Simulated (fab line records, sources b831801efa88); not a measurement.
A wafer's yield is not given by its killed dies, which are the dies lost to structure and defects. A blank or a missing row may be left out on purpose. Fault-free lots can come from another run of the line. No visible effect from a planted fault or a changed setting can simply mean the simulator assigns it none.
fab line records	flow sky130
record: lots: 24	wafers: 72	last-day: 50
route steps=708 shown VT_ADJUST_PCH@150 LI_CONTACT@377 LOCAL_INTERCONNECT@400 CONTACT@420 VIA1@482 VIA3@594
lots with no fault: from the same line, run without faults
start-h: hours from the record's first day to the start of the lot's first wafer shown	wait-h: hours elapsed since this lot's preceding step	" unchanged from the row above	L1.1+2: a row that stands for several wafers	- either no value or no given start	* or withheld: withheld	< > ~ a bound
route shown NAME@n: names a module that has steps shown in the file, with the first one's number in the route	usual: the fault-free wafers' mean and standard deviation	same: alike in all rows	chamber/n: place in a boat	sites: readings site by site	_std_site: the values' standard deviation	_edge_site: the outer-site mean with the inner-site mean subtracted	radius-mm: how far each site lies from the wafer's centre	mask NAME#n: copy n	behind: tool/chamber where the wafer was last shaped	hold: reason for holding the lot/hours on hold/outcome of the hold	device: transistor that didn't switch, given as n, p or np	end of line: tests of these same wafers at the route's end	for a step that has no rows: nothing shown but its recipe	killed: the dies lost at the first sort to structure and to defects; this is not the yield of the wafer	map: the dies of a wafer, with x for killed, . for not killed, _ for no die there
set.NAME: the setting that was run; set.NAME@STEP: the one run at that earlier step	model.NAME: the simulator's own value behind a step, which no gauge read
a sample of lots followed through the steps of the route, with each step as a table and each wafer as a row
services: a tool's chamber out of use, with start hour (start-h, from the record's first day; less than 0 if before it), hours out, and reason
== steps ==
step: SKY_VT_ADJUST_PCH_OVL_MEAS_07
usual: VT_ADJUST_PCH_OVL: 0.2/1.5
lot.wafer	tool	chamber	start-h	wait-h	VT_ADJUST_PCH_OVL[nm]
L074.1	overlay-02	-	221.49	-	1.7
L074.2	"	-	"	"	0.1
L074.3	"	-	"	"	2.5
L075.3	overlay-01	-	230.90	-	-0.6
L075.5	"	-	"	"	0.0
L075.6	"	-	"	"	-1.6
L076.1	overlay-01	-	247.44	-	0.5
L076.2	"	-	"	"	1.1
L076.6	"	-	"	"	-0.3
L077.2	overlay-01	-	251.40	-	-2.2
L077.4	"	-	"	"	-1.7
L077.6	"	-	"	"	-3.1
L078.3	overlay-02	-	261.05	-	2.1
L078.4	"	-	"	"	1.5
L078.6	"	-	"	"	0.4
L079.2	overlay-02	-	268.45	-	2.9
L079.3	"	-	"	"	1.6
L079.5	"	-	"	"	0.8
L080.1	overlay-02	-	275.15	-	-0.7
L080.3	"	-	"	"	0.0
L080.6	"	-	"	"	-1.4
L081.1	overlay-02	-	278.14	-	-0.4
L081.4	"	-	"	"	-0.6
L081.5	"	-	"	"	2.1
L082.1	overlay-02	-	288.04	-	1.6
L082.2	"	-	"	"	1.9
L082.4	"	-	"	"	1.7
L083.3	overlay-01	-	294.66	-	0.2
L083.5	"	-	"	"	-0.4
L083.6	"	-	"	"	-2.0
L084.1	overlay-02	-	301.89	-	2.8
L084.2	"	-	"	"	3.0
L084.5	"	-	"	"	0.6
L085.3	overlay-01	-	309.80	-	-0.6
L085.4	"	-	"	"	-0.8
L085.6	"	-	"	"	0.0
L086.1	overlay-01	-	316.45	-	-2.8
L086.4	"	-	"	"	-2.6
L086.6	"	-	"	"	-0.5
L087.1	overlay-02	-	321.64	-	-1.0
L087.3	"	-	"	"	-0.1
L087.6	"	-	"	"	1.0
L088.3	overlay-02	-	327.10	-	1.9
L088.5	"	-	"	"	2.5
L088.6	"	-	"	"	2.4
L089.3	overlay-02	-	336.56	-	0.1
L089.5	"	-	"	"	0.6
L089.6	"	-	"	"	3.0
L090.1	overlay-01	-	349.60	-	0.0
L090.5	"	-	"	"	0.7
L090.6	"	-	"	"	1.7
L091.1	overlay-02	-	353.59	-	-0.4
L091.5	"	-	"	"	-1.5
L091.6	"	-	"	"	-0.9
L092.1	overlay-02	-	359.15	-	0.7
L092.3	"	-	"	"	1.0
L092.4	"	-	"	"	2.8
L093.3	overlay-01	-	373.16	-	-0.5
L093.4	"	-	"	"	0.3
L093.6	"	-	"	"	-1.6
L094.3	overlay-02	-	378.60	-	1.3
L094.4	"	-	"	"	2.0
L094.6	"	-	"	"	2.2
L095.1	overlay-01	-	384.24	-	0.2
L095.5	"	-	"	"	-4.4
L095.6	"	-	"	"	-1.5
L096.1	overlay-02	-	388.15	-	1.1
L096.2	"	-	"	"	0.5
L096.5	"	-	"	"	0.6
L097.1	overlay-01	-	397.65	-	-0.9
L097.4	"	-	"	"	1.0
L097.5	"	-	"	"	-0.8
step: SKY_LI_CONTACT_ETCH_15
recipe: target: PSG	chemistry: C4F8/O2/Ar	stop-on: Si	taper-deg: 4.15	mask-material: KrF-thick	source-w: 1500	bias-w: 1200	pressure-mtorr: 40	c4f8-flow-sccm: withheld	O2_flow_sccm: 6	Ar_flow_sccm: 300	time-s: withheld	target-depth-a: 6000
usual: oes-product-au: 0.838/0.0049
lot.wafer	tool	chamber	start-h	wait-h	oes-product-au
L074.1	rie-diel-04	3	674.14	0.0	0.844
L074.2	"	2	"	"	0.849
L074.3	"	1	"	"	0.832
L075.3	rie-diel-03	1	679.84	0.0	0.832
L075.5	"	0	"	"	0.836
L075.6	"	1	"	"	0.836
L076.1	rie-diel-03	2	700.55	0.0	0.844
L076.2	"	3	"	"	0.840
L076.6	"	1	"	"	0.843
L077.2	rie-diel-01	1	703.60	0.0	0.843
L077.4	"	0	"	"	0.828
L077.6	"	3	"	"	0.839
L078.3	rie-diel-01	3	734.59	0.0	0.840
L078.4	"	0	"	"	0.839
L078.6	"	2	"	"	0.842
L080.1	rie-diel-03	1	738.07	0.0	0.834
L080.3	"	2	"	"	0.835
L080.6	"	2	"	"	0.841
L081.1	rie-diel-03	1	738.55	0.0	0.842
L081.4	"	2	"	"	0.833
L081.5	"	1	"	"	0.839
L079.2	rie-diel-04	0	739.29	0.0	0.838
L079.3	"	3	"	"	0.848
L079.5	"	3	"	"	0.843
L082.1	rie-diel-04	1	742.62	0.0	0.837
L082.2	"	0	"	"	0.841
L082.4	"	2	"	"	0.836
L083.3	rie-diel-01	3	748.14	0.0	0.833
L083.5	"	1	"	"	0.844
L083.6	"	0	"	"	0.829
L085.3	rie-diel-03	1	765.92	0.0	0.845
L085.4	"	0	"	"	0.845
L085.6	"	3	"	"	0.838
L084.1	rie-diel-03	3	767.69	0.0	0.843
L084.2	"	2	"	"	0.839
L084.5	"	0	"	"	0.840
L086.1	rie-diel-04	2	769.85	0.0	0.832
L086.4	"	3	"	"	0.839
L086.6	"	1	"	"	0.833
L087.1	rie-diel-01	3	778.67	0.0	0.837
L087.3	"	2	"	"	0.842
L087.6	"	2	"	"	0.834
L088.3	rie-diel-04	3	782.92	0.0	0.830
L088.5	"	1	"	"	0.837
L088.6	"	2	"	"	0.823
L089.3	rie-diel-04	2	789.90	0.0	0.837
L089.5	"	3	"	"	0.838
L089.6	"	1	"	"	0.837
L090.1	rie-diel-03	0	803.79	0.0	0.833
L090.5	"	2	"	"	0.846
L090.6	"	3	"	"	0.837
L091.1	rie-diel-01	2	808.05	0.0	0.837
L091.5	"	1	"	"	0.835
L091.6	"	0	"	"	0.839
L092.1	rie-diel-01	0	816.55	0.0	0.833
L092.3	"	1	"	"	0.839
L092.4	"	1	"	"	0.832
L093.3	rie-diel-03	3	824.74	0.0	0.840
L093.4	"	0	"	"	0.835
L093.6	"	0	"	"	0.835
L094.3	rie-diel-03	3	827.69	0.0	0.843
L094.4	"	1	"	"	0.836
L094.6	"	3	"	"	0.832
L095.1	rie-diel-04	3	832.35	0.0	0.835
L095.5	"	3	"	"	0.839
L095.6	"	0	"	"	0.836
L096.1	rie-diel-03	2	839.92	0.0	0.835
L096.2	"	0	"	"	0.838
L096.5	"	2	"	"	0.841
L097.1	rie-diel-03	1	847.07	0.0	0.835
L097.4	"	2	"	"	0.838
L097.5	"	1	"	"	0.840
step: SKY_LOCAL_INTERCONNECT_ETCH_13
recipe: chemistry: N2/H2	target: BARC	ion-energy-ev: 200	bias-w: 100	pressure-mtorr: 30	n2-flow-sccm: 100	h2-flow-sccm: 200	icp-w: 500	stop-on: SiO2	time-s: 45.9	target-depth-a: 600
usual: drypump-motor-current-A: 5.85/0.21	he-backside-leak-sccm: 3.3/0.38	n2-flow-sccm: 100.1/0.33	oes-product-au: 0.855/0.0051	throttle-valve-pct: 13.225/0.01
lot.wafer	tool	chamber	start-h	wait-h	drypump-motor-current-A	he-backside-leak-sccm	n2-flow-sccm	oes-product-au	rf-hours-counter-h	throttle-valve-pct
L074.1	rie-metal-03	0	703.30	0.0	5.59	2.8	99.8	0.852	7	13.213
L074.2	"	1	"	"	5.63	3.1	100.0	0.851	0	13.230
L074.3	"	1	"	"	5.62	3.2	100.2	0.856	-	13.252
L075.3	rie-metal-02	1	709.12	0.0	5.96	3.0	100.2	0.855	-	13.237
L075.5	"	1	"	"	5.97	3.0	100.7	0.853	-	13.231
L075.6	"	0	"	"	5.89	3.5	100.6	0.858	-	13.215
L076.1	rie-metal-02	1	728.95	0.0	5.94	3.0	100.2	0.854	1	13.238
L076.2	"	0	"	"	5.89	3.4	100.0	0.850	12	13.232
L076.6	"	0	"	"	5.90	3.4	99.8	0.847	-	13.211
L077.2	rie-metal-01	1	732.29	0.0	6.10	3.5	100.4	0.855	2	13.227
L077.4	"	1	"	"	6.04	3.0	100.5	0.851	-	13.216
L077.6	"	0	"	"	6.23	3.6	100.7	0.848	-	13.240
L078.3	rie-metal-02	0	763.37	0.0	5.89	3.7	99.6	0.860	-	13.206
L078.4	"	1	"	"	5.96	5.7	99.5	0.854	-	13.246
L078.6	"	1	"	"	5.96	2.9	99.5	0.858	-	13.225
L080.1	rie-metal-03	0	766.69	0.0	5.57	3.2	99.5	0.858	8	13.229
L080.3	"	0	"	"	5.56	3.0	100.0	0.864	-	13.216
L080.6	"	1	"	"	5.61	3.1	99.9	0.845	-	13.224
L081.1	rie-metal-01	1	766.85	0.0	6.03	3.4	100.0	0.854	3	13.233
L081.4	"	1	"	"	6.04	3.4	99.8	0.855	-	13.198
L081.5	"	0	"	"	6.23	3.6	100.6	0.856	-	13.207
L079.2	rie-metal-02	1	767.99	0.0	5.98	3.1	100.7	0.862	2	13.226
L079.3	"	1	"	"	5.97	3.1	100.6	0.858	-	13.218
L079.5	"	0	"	"	5.89	3.7	99.7	0.853	-	13.234
L082.1	rie-metal-02	0	771.35	0.0	5.88	3.4	100.1	0.854	14	13.217
L082.2	"	1	"	"	5.99	3.1	99.8	0.849	2	13.232
L082.4	"	1	"	"	5.98	3.1	100.4	0.867	-	13.217
L083.3	rie-metal-03	0	776.27	0.0	5.57	3.0	99.9	0.859	-	13.225
L083.5	"	0	"	"	5.59	3.0	100.0	0.859	-	13.227
L083.6	"	1	"	"	5.62	3.2	100.2	0.843	-	13.227
L085.3	rie-metal-03	1	793.07	0.0	5.60	3.2	100.5	0.859	-	13.226
L085.4	"	0	"	"	5.58	3.3	99.8	0.853	-	13.219
L085.6	"	1	"	"	5.60	3.1	100.2	0.863	-	13.232
L084.1	rie-metal-02	1	795.90	0.0	5.98	3.1	100.5	0.859	3	13.224
L084.2	"	0	"	"	5.89	3.3	100.3	0.862	14	13.247
L084.5	"	1	"	"	6.01	3.3	100.4	0.853	-	13.255
L086.1	rie-metal-03	0	797.55	0.0	5.56	3.6	99.5	0.855	9	13.226
L086.4	"	0	"	"	5.60	6.0	99.9	0.853	-	13.229
L086.6	"	1	"	"	5.63	3.2	100.5	0.855	-	13.223
L087.1	rie-metal-02	0	806.59	0.0	5.90	3.4	100.4	0.854	15	13.232
L087.3	"	0	"	"	5.90	3.5	100.2	0.857	-	13.243
L087.6	"	1	"	"	5.94	3.2	100.1	0.852	-	13.235
L088.3	rie-metal-02	1	810.08	0.0	5.97	3.3	100.3	0.857	-	13.223
L088.5	"	1	"	"	5.96	3.1	100.3	0.854	-	13.221
L088.6	"	0	"	"	5.90	3.4	99.7	0.859	-	13.224
L089.3	rie-metal-03	1	817.47	0.0	5.63	3.0	99.7	0.852	-	13.210
L089.5	"	0	"	"	5.60	3.3	99.7	0.858	-	13.226
L089.6	"	1	"	"	5.62	3.2	99.9	0.853	-	13.218
L090.1	rie-metal-02	1	831.95	0.0	5.96	3.3	100.4	0.854	4	13.213
L090.5	"	1	"	"	5.95	3.1	100.2	0.842	-	13.231
L090.6	"	1	"	"	5.96	3.4	99.9	0.856	-	13.218
L091.1	rie-metal-03	1	836.05	0.0	5.62	3.1	100.2	0.848	5	13.235
L091.5	"	0	"	"	5.57	3.1	100.0	0.860	-	13.219
L091.6	"	1	"	"	5.62	3.2	100.3	0.859	-	13.222
L092.1	rie-metal-03	1	844.95	0.0	5.62	3.2	100.0	0.848	6	13.232
L092.3	"	1	"	"	5.60	3.3	99.4	0.857	-	13.239
L092.4	"	0	"	"	5.60	3.4	99.6	0.860	-	13.221
L093.3	rie-metal-03	0	852.43	0.0	5.56	3.5	100.3	0.855	-	13.223
L093.4	"	1	"	"	5.64	3.1	100.6	0.859	-	13.226
L093.6	"	1	"	"	5.64	3.1	100.8	0.848	-	13.215
L094.3	rie-metal-01	0	855.68	0.0	6.23	3.6	100.3	0.859	-	13.236
L094.4	"	1	"	"	6.03	3.4	100.2	0.851	-	13.230
L094.6	"	0	"	"	6.22	3.6	100.4	0.859	-	13.222
L095.1	rie-metal-02	1	859.45	0.0	5.97	3.0	100.0	0.851	6	13.231
L095.5	"	1	"	"	5.96	3.1	100.4	0.860	-	13.233
L095.6	"	1	"	"	5.97	3.1	100.2	0.855	-	13.216
L096.1	rie-metal-01	0	867.55	0.0	6.21	3.8	100.0	0.849	1	13.219
L096.2	"	1	"	"	6.10	3.6	99.9	0.856	9	13.214
L096.5	"	1	"	"	6.06	3.5	99.9	0.860	-	13.208
L097.1	rie-metal-02	1	875.05	0.0	5.99	3.0	99.8	0.862	7	13.222
L097.4	"	1	"	"	5.99	2.9	100.0	0.853	-	13.215
L097.5	"	1	"	"	5.95	3.1	100.3	0.863	-	13.220
step: SKY_CONTACT_CD_MEAS_14
recipe: target-cd-nm: 170
usual: cd-nm: 169.5/1.6
lot.wafer	tool	chamber	start-h	wait-h	cd-nm
L074.1	cd-sem-02	-	731.92	-	167.9
L074.2	"	-	"	"	169.3
L074.3	"	-	"	"	170.5
L075.3	cd-sem-02	-	738.03	-	169.8
L075.5	"	-	"	"	170.2
L075.6	"	-	"	"	169.2
L076.1	cd-sem-02	-	757.47	-	170.1
L076.2	"	-	"	"	170.0
L076.6	"	-	"	"	170.2
L077.2	cd-sem-02	-	760.59	-	169.1
L077.4	"	-	"	"	169.2
L077.6	"	-	"	"	170.5
L078.3	cd-sem-02	-	791.93	-	169.5
L078.4	"	-	"	"	169.1
L078.6	"	-	"	"	170.1
L080.1	cd-sem-02	-	794.62	-	169.5
L080.3	"	-	"	"	169.0
L080.6	"	-	"	"	169.9
L081.1	cd-sem-01	-	794.97	-	168.2
L081.4	"	-	"	"	167.6
L081.5	"	-	"	"	168.4
L079.2	cd-sem-02	-	795.86	-	168.0
L079.3	"	-	"	"	167.5
L079.5	"	-	"	"	166.9
L082.1	cd-sem-02	-	799.17	-	175.2
L082.2	"	-	"	"	173.3
L082.4	"	-	"	"	174.5
L083.3	cd-sem-01	-	803.98	-	168.5
L083.5	"	-	"	"	169.4
L083.6	"	-	"	"	169.9
L085.3	cd-sem-02	-	821.13	-	168.7
L085.4	"	-	"	"	169.7
L085.6	"	-	"	"	170.7
L084.1	cd-sem-02	-	824.85	-	169.5
L084.2	"	-	"	"	168.7
L084.5	"	-	"	"	168.1
L086.1	cd-sem-01	-	825.54	-	167.8
L086.4	"	-	"	"	169.3
L086.6	"	-	"	"	170.1
L087.1	cd-sem-01	-	834.24	-	169.2
L087.3	"	-	"	"	170.9
L087.6	"	-	"	"	169.9
L088.3	cd-sem-02	-	837.78	-	169.6
L088.5	"	-	"	"	169.2
L088.6	"	-	"	"	168.3
L089.3	cd-sem-02	-	845.46	-	168.1
L089.5	"	-	"	"	169.6
L089.6	"	-	"	"	168.7
L090.1	cd-sem-01	-	858.79	-	167.2
L090.5	"	-	"	"	167.4
L090.6	"	-	"	"	167.6
L091.1	cd-sem-01	-	864.34	-	170.1
L091.5	"	-	"	"	169.5
L091.6	"	-	"	"	167.7
L092.1	cd-sem-02	-	872.47	-	171.1
L092.3	"	-	"	"	170.1
L092.4	"	-	"	"	170.9
L093.3	cd-sem-02	-	879.08	-	169.0
L093.4	"	-	"	"	168.6
L093.6	"	-	"	"	168.5
L094.3	cd-sem-01	-	882.83	-	168.6
L094.4	"	-	"	"	168.9
L094.6	"	-	"	"	169.7
L095.1	cd-sem-02	-	886.30	-	169.0
L095.5	"	-	"	"	169.2
L095.6	"	-	"	"	169.5
L096.1	cd-sem-02	-	894.67	-	167.3
L096.2	"	-	"	"	167.0
L096.5	"	-	"	"	169.0
L097.1	cd-sem-02	-	901.49	-	173.3
L097.4	"	-	"	"	173.2
L097.5	"	-	"	"	172.8
step: SKY_VIA1_CMP_24
recipe: stop-on: SiO2	t-overpolish-s: 15	down-force-psi: 3.5	platen-rpm: 60	target-thk-nm: 0	pad-velocity-m-s: 0.94248
usual: motor-current-A: 11.1/0.9	overpolish-run-s: 14.998/0.0089	platen-rpm: 60.00/0.04	time-to-endpoint-s: 64.9/2.8
lot.wafer	tool	chamber	start-h	wait-h	motor-current-A	overpolish-run-s	platen-rpm	time-to-endpoint-s
L074.3	cmp-01	3	790.14	0.0	9.2	14.995	60.01	63.3
L074.1	"	0	"	"	11.7	14.988	59.90	63.0
L074.2	"	1	"	"	10.4	15.004	59.97	63.7
L075.3	cmp-01	3	796.85	0.4	9.0	14.993	60.10	60.9
L075.6	"	2	"	"	11.2	15.002	60.02	59.7
L075.5	"	3	"	"	9.2	15.008	60.03	60.2
L076.2	cmp-01	1	815.48	0.3	10.5	15.003	59.97	66.9
L076.1	"	2	"	"	12.2	14.991	59.99	65.2
L076.6	"	0	"	"	11.4	14.994	59.99	65.2
L077.4	cmp-01	2	819.10	0.6	11.6	14.993	59.94	67.2
L077.2	"	3	"	"	9.1	15.004	59.97	70.2
L077.6	"	0	"	"	11.5	15.018	59.97	68.1
L078.4	cmp-02	2	849.65	0.0	11.3	14.989	60.02	70.1
L078.3	"	3	"	"	11.1	14.998	59.98	64.4
L078.6	"	2	"	"	11.7	14.992	60.03	71.5
L081.4	cmp-02	0	852.66	0.0	11.5	14.992	59.99	69.8
L081.1	"	2	"	"	10.7	14.985	59.97	67.5
L081.5	"	1	"	"	11.9	14.998	59.99	66.9
L080.1	cmp-02	3	853.01	0.3	10.3	15.006	60.01	69.0
L080.3	"	0	"	"	11.9	14.993	60.00	71.1
L080.6	"	2	"	"	11.4	15.001	59.99	69.3
L079.3	cmp-02	1	854.44	0.3	11.5	14.993	60.00	64.4
L079.2	"	2	"	"	11.2	15.001	60.00	65.9
L079.5	"	0	"	"	12.1	14.983	59.97	66.5
L082.1	cmp-02	3	856.09	0.1	10.4	14.996	60.04	66.2
L082.2	"	0	"	"	12.0	14.998	60.01	69.3
L082.4	"	1	"	"	11.5	14.985	60.00	66.6
L083.3	cmp-01	1	861.73	0.0	10.7	15.001	60.02	59.3
L083.6	"	1	"	"	10.5	15.007	60.03	60.2
L083.5	"	2	"	"	11.7	14.999	60.05	61.9
L085.3	cmp-02	2	878.04	0.0	11.4	15.018	60.03	65.1
L085.4	"	3	"	"	10.9	14.995	59.97	63.5
L085.6	"	3	"	"	11.5	15.005	60.01	63.9
L084.2	cmp-02	0	881.26	0.1	11.8	14.988	59.96	70.3
L084.1	"	2	"	"	10.7	14.983	59.96	68.4
L084.5	"	0	"	"	11.8	15.013	59.93	68.5
L086.1	cmp-01	2	882.28	0.1	11.5	15.006	59.91	61.3
L086.4	"	3	"	"	9.7	14.983	60.02	63.0
L086.6	"	2	"	"	11.8	14.994	59.97	63.6
L087.1	cmp-01	0	889.86	0.1	12.3	15.011	59.99	64.3
L087.3	"	1	"	"	10.5	14.997	60.03	62.7
L087.6	"	0	"	"	11.4	15.016	59.94	64.1
L088.3	cmp-02	2	893.92	0.1	11.9	14.995	60.00	62.3
L088.5	"	1	"	"	11.2	15.005	59.98	65.1
L088.6	"	2	"	"	11.4	15.001	60.05	65.2
L089.3	cmp-02	2	901.63	0.1	11.8	15.008	60.01	66.7
L089.6	"	0	"	"	11.4	14.994	59.92	68.2
L089.5	"	1	"	"	11.7	15.003	59.98	66.5
L090.1	cmp-01	2	913.74	0.1	12.3	15.012	59.98	65.9
L090.5	"	0	"	"	11.5	14.995	59.99	65.5
L090.6	"	1	"	"	10.2	15.004	59.96	63.5
L091.1	cmp-01	2	918.82	0.1	12.0	15.000	59.99	63.1
L091.6	"	1	"	"	10.5	15.016	60.02	62.5
L091.5	"	2	"	"	11.7	14.995	59.97	65.7
L092.4	cmp-02	2	927.64	0.0	11.8	15.014	59.96	65.1
L092.3	"	3	"	"	10.7	14.996	60.01	64.2
L092.1	"	1	"	"	12.0	14.989	59.99	61.6
L093.4	cmp-01	0	932.70	0.1	11.2	14.993	59.91	63.6
L093.3	"	2	"	"	12.2	14.998	59.99	63.3
L093.6	"	0	"	"	11.7	15.005	59.96	63.3
L094.4	cmp-02	2	935.65	0.1	11.7	14.998	60.03	63.8
L094.3	"	3	"	"	10.4	14.984	60.05	61.6
L094.6	"	2	"	"	12.2	14.993	60.01	61.7
L095.1	cmp-01	2	940.16	0.1	11.4	14.995	60.04	65.2
L095.6	"	2	"	"	11.4	14.991	60.01	63.9
L095.5	"	3	"	"	9.4	15.014	60.01	62.6
L096.1	cmp-01	2	949.24	0.1	12.0	14.990	59.98	63.7
L096.2	"	0	"	"	11.6	14.994	60.05	64.7
L096.5	"	1	"	"	10.2	14.994	59.94	64.4
L097.4	cmp-02	2	955.69	0.1	11.4	15.010	60.03	68.3
L097.1	"	0	"	"	11.6	14.998	60.06	67.2
L097.5	"	1	"	"	11.2	15.004	60.00	65.3
step: SKY_VIA3_CVD_21
recipe: material: W	target-thk-nm: 390	time-s: 117.31	temp-c: 400	pressure-torr: 40
usual: heater-power-w: 856/83
lot.wafer	tool	chamber	start-h	wait-h	heater-power-w
L074.1	cvd-w-01	0	926.20	0.0	850
L074.2	"	1	"	"	730
L074.3	"	1	"	"	689
L075.3	cvd-w-01	1	931.60	0.1	695
L075.5	"	1	"	"	703
L075.6	"	0	"	"	848
L076.1	cvd-w-02	1	950.05	0.0	933
L076.2	"	0	"	"	912
L076.6	"	1	"	"	902
L077.2	cvd-w-01	0	952.61	0.0	846
L077.4	"	0	"	"	827
L077.6	"	1	"	"	725
L078.3	cvd-w-02	1	980.99	0.1	920
L078.4	"	0	"	"	925
L078.6	"	0	"	"	927
L081.1	cvd-w-02	1	982.32	0.0	938
L081.4	"	0	"	"	908
L081.5	"	1	"	"	917
L080.1	cvd-w-01	1	984.05	0.0	713
L080.3	"	0	"	"	815
L080.6	"	0	"	"	824
L079.2	cvd-w-02	0	986.11	0.0	918
L079.3	"	1	"	"	908
L079.5	"	1	"	"	925
L082.1	cvd-w-01	0	986.46	0.0	841
L082.2	"	1	"	"	699
L082.4	"	0	"	"	854
L083.3	cvd-w-02	1	992.39	0.1	910
L083.5	"	0	"	"	916
L083.6	"	1	"	"	923
L085.3	cvd-w-01	1	1007.47	0.1	708
L085.4	"	0	"	"	831
L085.6	"	1	"	"	708
L084.1	cvd-w-01	0	1009.67	0.0	833
L084.2	"	1	"	"	701
L084.5	"	0	"	"	820
L086.1	cvd-w-02	0	1010.80	0.0	913
L086.4	"	0	"	"	911
L086.6	"	0	"	"	920
L087.1	cvd-w-01	0	1017.12	0.0	829
L087.3	"	0	"	"	828
L087.6	"	0	"	"	821
L088.3	cvd-w-02	0	1019.61	0.1	902
L088.5	"	0	"	"	882
L088.6	"	0	"	"	884
L089.3	cvd-w-02	0	1028.20	0.1	926
L089.5	"	1	"	"	913
L089.6	"	0	"	"	904
L090.1	cvd-w-01	0	1037.50	0.0	838
L090.5	"	0	"	"	837
L090.6	"	1	"	"	695
L091.1	cvd-w-02	0	1041.72	0.0	889
L091.5	"	1	"	"	911
L091.6	"	0	"	"	924
L092.1	cvd-w-02	0	1050.56	0.0	920
L092.3	"	0	"	"	904
L092.4	"	1	"	"	922
L093.3	cvd-w-01	1	1056.34	0.1	703
L093.4	"	0	"	"	832
L093.6	"	1	"	"	705
L094.3	cvd-w-02	1	1058.44	0.1	947
L094.4	"	0	"	"	935
L094.6	"	1	"	"	909
L095.1	cvd-w-02	1	1061.01	0.0	937
L095.5	"	0	"	"	930
L095.6	"	1	"	"	931
L096.1	cvd-w-02	1	1070.27	0.0	921
L096.2	"	0	"	"	896
L096.5	"	0	"	"	898
L097.1	cvd-w-02	0	1075.85	0.0	911
L097.4	"	0	"	"	930
L097.5	"	0	"	"	892
== services ==
tool	chamber	start-h	hours	kind
cmp-01	-	699.72	1.4	repair
cmp-02	-	701.28	0.3	repair
cmp-01	-	716.52	6.9	pm
cvd-w-02	1	731.05	10.9	repair
cmp-02	-	743.57	1.6	repair
cmp-01	-	745.76	4.0	pm
cmp-01	-	745.77	0.9	repair
cvd-w-02	-	755.01	0.9	repair
cmp-01	-	759.12	1.3	repair
cmp-02	-	786.64	30.2	repair
cmp-02	-	804.44	1.9	repair
cmp-02	-	815.79	3.2	repair
cmp-01	-	849.92	7.5	pm
cvd-w-02	1	860.79	5.3	repair
cmp-02	-	887.99	2.6	repair
cmp-02	-	912.00	4.0	pm
cmp-02	-	916.32	6.9	pm
cvd-w-02	-	918.00	15.6	pm
cvd-w-02	-	933.60	6.9	pm
cmp-02	-	994.74	6.1	pm
cvd-w-02	1	1005.81	16.1	repair
cvd-w-02	-	1006.29	1.4	repair
cmp-02	-	1014.51	2.5	repair
cmp-02	-	1068.86	0.3	repair
== key ==
fault none
